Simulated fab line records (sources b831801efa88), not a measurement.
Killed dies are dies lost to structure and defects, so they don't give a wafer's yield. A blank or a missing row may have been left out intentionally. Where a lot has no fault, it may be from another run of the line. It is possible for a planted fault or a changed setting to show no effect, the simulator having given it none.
The same fault as seen by 2 desks -- flow sky130 -- numbers are kept per desk, each desk with only its own; the story behind them comes last

METROLOGY DESK
Lot by lot, what the gauges showed, no matter which tool ran the lot: averages of those sampled wafers that carry a number. The brackets show how far a lot's mean lies from the usual mean; more than 4 standard deviations puts the lot out of limits, marked OUT.
Columns: A = VT_ADJUST_HVTP_OVL at SKY_VT_ADJUST_HVTP_OVL_MEAS_08, usual -0.5 nm; B = VT_ADJUST_HVTP_TW at SKY_VT_ADJUST_HVTP_TW_MEAS_11, usual 1352; C = VT_ADJUST_LVTN_OVL at SKY_VT_ADJUST_LVTN_OVL_MEAS_07, usual -0.2 nm
lot,first seen here,A,B,C
L180,day 5 23:59,0.3,1354,-0.1
L181,day 6 06:56,0.4,1347,3.0
L189,day 8 14:47,1.5,1359,0.2
L191,day 9 00:11,0.5,1350,-0.7
L194,day 9 15:34,0.4,1345,0.9
L199,day 11 04:52,-1.9,1361,0.4
This desk's verdict: no lot among the 6 shows anything out of limits.

DESK OF THE TOOL OWNER: implanter-02
The tool's own readings at SKY_VT_ADJUST_LVTN_IMPLANT_08, given as means over the sampled wafers that have a number, one for each lot that went through this tool. The brackets show how far a lot's mean lies from the usual mean; more than 4 standard deviations puts the lot out of limits, marked OUT.
Columns: A = beamEnergyKeV at SKY_VT_ADJUST_LVTN_IMPLANT_08, usual 29.999; B = faradayCurrentUA at SKY_VT_ADJUST_LVTN_IMPLANT_08, usual 8.84
lot,first seen here,A,B
L181,day 7 01:46,30.003,8.93
L189,day 9 12:11,28.744 (-99 or more) OUT,8.84
L191,day 9 22:00,28.753 (-99 or more) OUT,8.79
Finding of this desk: L189, L191 out of limits; the first was L189 at day 9 12:11, on beamEnergyKeV at SKY_VT_ADJUST_LVTN_IMPLANT_08. Within limits: L181.

ALL TOGETHER
At day 9 12:11, on L189, L191, the tool owner's desk was in a position to raise an alarm.
Nothing out of limits was seen by the metrology desk.
The metrology desk has L189, L191 on record, within its limits.
On implanter-02, each named lot ran SKY_VT_ADJUST_LVTN_IMPLANT_08.

WHAT HAD BEEN PUT IN BY THE SIMULATOR
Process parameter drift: implanter-02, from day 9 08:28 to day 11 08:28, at SKY_VT_ADJUST_LVTN_IMPLANT_08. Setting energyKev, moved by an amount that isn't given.
Lots struck among those shown: L189, L191.
Time in hours from fault onset to the first out-of-limits reading at each desk: the tool owner's desk, 4.
